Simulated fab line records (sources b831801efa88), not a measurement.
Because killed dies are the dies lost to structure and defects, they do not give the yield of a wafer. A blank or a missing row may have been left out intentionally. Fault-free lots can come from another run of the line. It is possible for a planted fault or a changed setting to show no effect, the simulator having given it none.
A struck lot beside a sound one | flow sky130 | 21 steps out of a route of 708
Sound: the wafers L185.2, L185.3, L185.4. Wafers L177.1, L177.4, L177.6 were the ones struck. The cause is named last.
At each step with rows: each side's tool, then ch and its chambers, then its first start. Under that, the readings that differ: sound wafers | struck wafers | difference of the means | sigmas: that difference in standard deviations of wafers without a fault.
alike: readings whose means differ by less than 2 such deviations, and words and numbers that are the same on both sides. not compared: withheld readings, readings that some wafer has no value for, bounds like >300 that may hide the same value, and numbers for which the record gives no deviation and whose values overlap.
Wherever a step has rows on one side only, a row that says differs or no value, or a row with sigmas, the two part there. Numbers that have no deviation but don't overlap get no sigmas and don't part them. Lack of a reading on every wafer of one side parts them only where that side has two or more wafers.

first, 5 steps without rows for these wafers: SKY_SD_P_COAT_02 (resist thk 1140 nm); SKY_SD_P_SOFTBAKE_03 (time 60 s); SKY_SD_P_EXPOSE_04 (exposes mask PSDM, target cd 380 nm); SKY_SD_P_PEB_05; SKY_SD_P_DEVELOP_06 (develop time 60 s).
SKY_SD_P_CD_MEAS_07: target cd 380 nm.
  sound on cdSem-01, day 31 09:16; struck on cdSem-02, day 28 18:35
  alike: cdNm
SKY_SD_P_OVL_MEAS_08:
  sound on overlay-01, day 31 09:22; struck on overlay-02, day 28 18:43
reading       | sound       | struck        | difference | sigmas
SD_P_OVL (nm) | 2.6 2.2 1.4 | -3.2 0.1 -3.4 | -4.2       | -3
after that, 1 step had no rows for these wafers: SKY_SD_P_IMPLANT_09.
SKY_SD_P_STRIP_10: strips in O2/N2.
  sound on plasmaAsher-04 ch 0,1, day 31 09:33; struck on plasmaAsher-04 ch 0,1, day 28 18:54
  alike: chamberPressureMTorr, drypumpMotorCurrentA, oesProductAu, stripTimeToEndpointS
  not compared: rfHoursCounterH
SKY_SD_P_TW_MEAS_11:
  sound on filmMetro-02, day 31 09:40; struck on filmMetro-01, day 28 19:00
reading | sound          | struck         | difference | sigmas
SD_P_TW | 2834 2845 2810 | 2856 2860 2857 | +28        | +2
then, 2 steps without rows for these wafers: SKY_RES_XHIGH_DEHYDRATE_00 (time 60 s); SKY_RES_XHIGH_HMDS_01 (prime time 60 s).
SKY_RES_XHIGH_COAT_02: resist thk 1140 nm.
  sound on lithoTrack-02 ch 0, day 31 23:03; struck on lithoTrack-02 ch 0, day 29 08:58
reading                                       | sound                | struck               | difference | sigmas
spinSpeedRpm (rpm)                            | 3003.7 2997.4 3003.0 | 3068.3 3063.5 3067.0 | +64.9      | +34
model.NOVOLAK_of_RES_XHIGH_COAT_02.thkNm (nm) | 1142 1140 1136       | 1126 1129 1128       | -12        | 
then, 3 steps without rows for these wafers: SKY_RES_XHIGH_SOFTBAKE_03 (time 60 s); SKY_RES_XHIGH_EXPOSE_04 (exposes mask URPM, target cd 1270 nm); SKY_RES_XHIGH_PEB_05.
SKY_RES_XHIGH_DEVELOP_06: develop time 60 s.
  sound on lithoTrack-04 ch 0, day 32 12:55; struck on lithoTrack-03 ch 0, day 29 22:29
reading                                       | sound          | struck         | difference | sigmas
model.NOVOLAK_of_RES_XHIGH_COAT_02.thkNm (nm) | 1142 1139 1135 | 1125 1129 1128 | -11        | 
  alike: developerTempC
after that, 1 step had no rows for these wafers: SKY_RES_XHIGH_IMPLANT_07.
SKY_RES_XHIGH_STRIP_08: strips in O2/N2.
  sound on plasmaAsher-04 ch 0,1, day 32 13:12; struck on plasmaAsher-01 ch 0,1, day 29 22:47
reading                  | sound             | struck            | difference | sigmas
drypumpMotorCurrentA (A) | 5.8 5.4 5.8       | 6.5 6.6 6.2       | +0.8       | +2
stripTimeToEndpointS (s) | 14.30 14.26 14.23 | 14.11 14.15 14.14 | -0.13      | -3
  alike: chamberPressureMTorr, oesProductAu
  not compared: rfHoursCounterH
SKY_RES_XHIGH_TW_MEAS_09:
  sound on filmMetro-01, day 32 13:19; struck on filmMetro-01, day 29 22:53
  alike: RES_XHIGH_TW
-- record jumps: 18 days separate the struck wafers' starts on either side; left off in module RES_XHIGH, taken up again in module PAD_OPEN, whose first shown step is the route's number 708 --
SKY_PAD_OPEN_PROBE_99:
  sound on prober-01, day 49 22:01; struck on prober-01, day 48 02:26
  alike: killed_at_M0_to_M3, killed_at_M4_up, killedAtContacts, killedAtFrontEnd, killedAtOther, killedDies, killedOnRim, killedOpen, killedShort

== WHERE THEY PART ==
Earliest at SKY_SD_P_OVL_MEAS_08; latest, in this record, at SKY_RES_XHIGH_STRIP_08. Later steps at which nothing parts them and some readings are alike: SKY_RES_XHIGH_TW_MEAS_09, SKY_PAD_OPEN_PROBE_99.

WHY: what had been put in by the simulator
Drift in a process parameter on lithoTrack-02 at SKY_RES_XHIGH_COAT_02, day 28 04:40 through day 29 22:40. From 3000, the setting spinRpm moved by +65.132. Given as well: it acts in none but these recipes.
